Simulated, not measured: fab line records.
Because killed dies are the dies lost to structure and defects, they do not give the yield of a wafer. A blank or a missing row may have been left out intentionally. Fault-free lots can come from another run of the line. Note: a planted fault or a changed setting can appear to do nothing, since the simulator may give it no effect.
Struck lot and sound lot, side by side / flow sky130 / 15 steps out of a route of 708
Sound: these wafers, L645.1, L645.4, L645.5. The struck wafers were L656.1, L656.4, L656.6. Last of all comes the cause.
At each step with rows: each side's tool, then ch and its chambers, then its first start. Under that, the readings that differ: sound wafers / struck wafers / difference of the means / sigmas: that difference in standard deviations of wafers without a fault.
alike: readings with means less than 2 such deviations apart, plus words and numbers identical on both sides. not compared: withheld readings, readings lacking a value on some wafer, bounds such as >300 that could conceal the same value, and numbers that have no deviation in the record and whose values overlap.
A row with sigmas, a row that says differs or no value, or rows on one side alone: a step with any of these is where the two part. Numbers that don't overlap but have no deviation are shown without sigmas and don't part them. Lack of a reading on every wafer of one side parts them only where that side has two or more wafers.

first, 2 steps without rows for these wafers: SKY_VT_ADJUST_LVTN_PEB_05; SKY_VT_ADJUST_LVTN_DEVELOP_06 (develop time 60 s).
SKY_VT_ADJUST_LVTN_OVL_MEAS_07:
  sound on overlay-02 at day 9 03:22; struck on overlay-02 at day 12 00:37
  alike: VT_ADJUST_LVTN_OVL
after that, 1 step had no rows for these wafers: SKY_VT_ADJUST_LVTN_IMPLANT_08.
SKY_VT_ADJUST_LVTN_STRIP_09: strips in O2/N2.
  sound on plasma asher-03 ch 0,1, day 9 03:34; struck on plasma asher-02 ch 0,1, day 12 00:49
  alike: drypump motor current A, oes product au, strip time to endpoint s
  not compared: rf hours counter h
SKY_VT_ADJUST_LVTN_TW_MEAS_10:
  sound on film metro-02 at day 9 03:40; struck on film metro-04 at day 12 00:55
  alike: VT_ADJUST_LVTN_TW
then, 6 steps without rows for these wafers: SKY_VT_ADJUST_LVTN_DEHYDRATE_11 (time 60 s); SKY_VT_ADJUST_LVTN_HMDS_12 (prime time 60 s); SKY_VT_ADJUST_LVTN_COAT_13 (resist thk 1140 nm); SKY_VT_ADJUST_LVTN_SOFTBAKE_14 (time 60 s); SKY_VT_ADJUST_LVTN_EXPOSE_15 (exposes mask HVN STD DERIVED, target cd 600 nm); SKY_VT_ADJUST_LVTN_PEB_16.
SKY_VT_ADJUST_LVTN_DEVELOP_17: develop time 60 s.
  sound on litho track-02 ch 0, day 10 01:25; struck on litho track-01 ch 0, day 13 01:10
reading=developer temp C (C); sound=23.16 23.04 23.00; struck=25.44 25.13 25.42; difference=+2.26; sigmas=+24
  alike: resist line temp C
SKY_VT_ADJUST_LVTN_OVL_MEAS_18:
  sound on overlay-02 at day 10 01:34; struck on overlay-01 at day 13 01:19
  alike: VT_ADJUST_LVTN_01_OVL
after that, 1 step had no rows for these wafers: SKY_PAD_OPEN_PROBE_99.

## WHERE THEY PART
Within this record, at SKY_VT_ADJUST_LVTN_DEVELOP_17 only. Later steps at which nothing parts them and some readings are alike: SKY_VT_ADJUST_LVTN_OVL_MEAS_18.

WHY: the cause the simulator had injected
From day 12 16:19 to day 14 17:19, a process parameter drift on litho track-01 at SKY_VT_ADJUST_LVTN_DEVELOP_17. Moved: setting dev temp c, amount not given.
